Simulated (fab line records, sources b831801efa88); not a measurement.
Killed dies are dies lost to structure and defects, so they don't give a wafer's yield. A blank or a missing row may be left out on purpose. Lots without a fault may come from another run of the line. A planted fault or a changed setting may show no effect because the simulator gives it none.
Chamber matching | flow sky130 | SKY_CONTACT_CMP_04 on cmp-01: 4 sister chambers
The step polishes SiO2. 4 wafers are shown with their chamber, then 10 later ones without.

WAFERS WITH THEIR CHAMBER
wafer  | chamber | motor_current_A (A)
L368.1 | 1       | 14.0
L368.4 | 2       | 12.2
L367.1 | 0       | 13.9
L367.4 | 3       | 12.6

WAFERS WITHOUT THEIR CHAMBER
wafer  | motor_current_A (A)
L367.5 | 14.3
L369.1 | 12.2
L369.4 | 14.1
L369.5 | 14.6
L371.1 | 13.5
L371.4 | 13.9
L371.5 | 14.3
L370.2 | 14.3
L370.5 | 14.4
L370.6 | 14.1

WHICH CHAMBER EACH WENT THROUGH
wafer  | from the rows above          | in truth
L367.5 | can't be placed: 1 or 0      | 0
L369.1 | can't be placed: 2 or 3      | 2
L369.4 | can't be placed: 1 or 0      | 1
L369.5 | can't be placed: 1 or 0      | 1
L371.1 | can't be placed: 0 or 1 or 3 | 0
L371.4 | can't be placed: 0 or 1      | 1
L371.5 | can't be placed: 1 or 0      | 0
L370.2 | can't be placed: 1 or 0      | 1
L370.5 | can't be placed: 1 or 0      | 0
L370.6 | can't be placed: 1 or 0      | 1
Placed correctly: 0 of 10. Can't be placed from these rows: 10 (the true chamber is among the candidates in 10). Placed wrongly: 0.
How it was worked out, from the rows above alone: a wafer's distance from a chamber is the root of the sum, over the readings, of the square of ((its reading less the chamber's mean) divided by the reading's scatter). The wafer belongs to the nearest chamber; if the next one is less than 2 further off, it can't be placed. A chamber's mean is the mean of its shown wafers. The scatter: with one shown wafer a chamber, the root of the mean of the squares of how far each hidden wafer lies from its nearest shown one.
